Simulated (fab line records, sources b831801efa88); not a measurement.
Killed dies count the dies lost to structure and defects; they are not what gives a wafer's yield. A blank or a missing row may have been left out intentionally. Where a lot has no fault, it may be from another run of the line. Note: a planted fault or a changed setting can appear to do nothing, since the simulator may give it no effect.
Chamber matching	flow gf180mcu	cmp-01 running GF_STI_CMP_25: 4 sister chambers
The step polishes, stops on Si3N4, t overpolish 33 s, target thk 524.6 nm. 16 wafers are shown with their chamber, then 8 later ones without.

EACH WAFER AND ITS CHAMBER
wafer	chamber	motor_current_A (A)	overpolish_run_s (s)	slurry_flow_ml_min
L603.1	3	11.0	32.992	149.8
L603.2	2	13.0	32.989	149.4
L603.4	0	13.8	33.021	150.2
L606.4	1	11.0	32.998	150.6
L606.5	3	10.8	33.003	149.9
L606.6	2	12.5	32.971	149.8
L608.1	0	13.6	33.005	150.5
L608.4	1	11.0	33.002	150.2
L608.6	3	11.3	32.987	149.7
L611.2	3	11.0	33.010	149.7
L611.3	2	12.8	32.986	150.2
L611.4	0	13.9	33.007	150.0
L612.3	1	11.6	32.995	149.6
L612.4	2	12.8	32.999	150.6
L612.6	2	12.3	33.003	150.4
L617.2	1	10.4	33.000	150.3

SIGNATURES (means of the wafers above)
reading	chamber 0	chamber 1	chamber 2	chamber 3	scatter within a chamber
motor_current_A	13.767	11.000	12.680	11.025	0.317
overpolish_run_s	33.01100	32.99875	32.98960	32.99800	0.00971
slurry_flow_ml_min	150.233	150.175	150.080	149.775	0.366
Rule: a wafer's distance from a chamber is the root of the sum, over the readings, of the square of ((its reading less the chamber's mean) divided by the reading's scatter). The wafer belongs to the nearest chamber; if the next one is less than 2 further off, it can't be placed. How the scatter is found: for the shown wafers, subtract from each reading the mean of its chamber, square and add these, divide the total by (wafers less chambers), then take the root.

WAFERS WHOSE CHAMBER IS MISSING
wafer	motor_current_A (A)	overpolish_run_s (s)	slurry_flow_ml_min
L617.3	14.0	33.010	149.5
L617.5	10.5	32.991	150.0
L620.4	11.0	32.985	150.6
L620.5	11.0	33.007	150.9
L620.6	13.2	33.008	150.4
L621.3	11.0	32.999	150.5
L621.4	13.8	33.000	149.7
L621.6	11.4	33.006	151.0

WHICH CHAMBER EACH WENT THROUGH
wafer	from the rows above	in truth
L617.3	0	0
L617.5	can't be placed: 1 or 3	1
L620.4	can't be placed: 1 or 3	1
L620.5	can't be placed: 1 or 3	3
L620.6	can't be placed: 0 or 2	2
L621.3	can't be placed: 1 or 3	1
L621.4	can't be placed: 0 or 2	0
L621.6	can't be placed: 1 or 3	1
Correct placement for 1 of the 8. These rows do not allow placing 7 (true chamber among the candidates in 7). 0 placed wrongly.
